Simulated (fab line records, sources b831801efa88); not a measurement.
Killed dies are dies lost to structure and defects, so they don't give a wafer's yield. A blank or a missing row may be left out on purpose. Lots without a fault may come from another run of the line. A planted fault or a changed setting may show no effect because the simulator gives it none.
Which tool did it? | flow gf180mcu | 7 lots, 20 wafers sampled, at 1 step of a route of 602

WHAT THE GAUGES READ, wafer by wafer
GF_STI_THK_MEAS_04.
lot  | measured    | on            | STI_CVD_03_THK (nm)
L370 | day 1 21:08 | film_metro-03 | 208.3 209.7 207.8
L372 | day 2 05:08 | film_metro-01 | 206.3 208.1 207.7
L375 | day 2 21:29 | film_metro-04 | 208.0 207.9 208.2
L383 | day 4 11:36 | film_metro-04 | 209.2 211.8
L386 | day 5 02:34 | film_metro-03 | 210.2 211.1 212.6
L388 | day 5 12:35 | film_metro-04 | 206.1 206.7 205.2
L391 | day 6 03:34 | film_metro-04 | 205.9 205.1 205.5

WHICH TOOL RAN EACH LOT (tool, then ch and the chambers of the sampled wafers, then the start)
The record holds no process step before these readings.

THE ANSWER, worked out from the rows above alone
Rule: what is usual is taken from the lots themselves. Put in order of their means at a reading, lots are off if they are a third of the lots or fewer, leave a main group of 4 or more, and stand apart from it by a gap of 3 or more times the standard deviation of the main group's means; of several such gaps the widest counts. A main group whose means are all the same, to the digits that the tables above print for the reading, isn't used. A lot without any number at a reading at which 4 lots or more have one is off too. The other lots that the step has rows for count as sound.
No lot is off at any reading shown: from this, nothing can be told.

WHAT THE SIMULATOR HAD PUT IN
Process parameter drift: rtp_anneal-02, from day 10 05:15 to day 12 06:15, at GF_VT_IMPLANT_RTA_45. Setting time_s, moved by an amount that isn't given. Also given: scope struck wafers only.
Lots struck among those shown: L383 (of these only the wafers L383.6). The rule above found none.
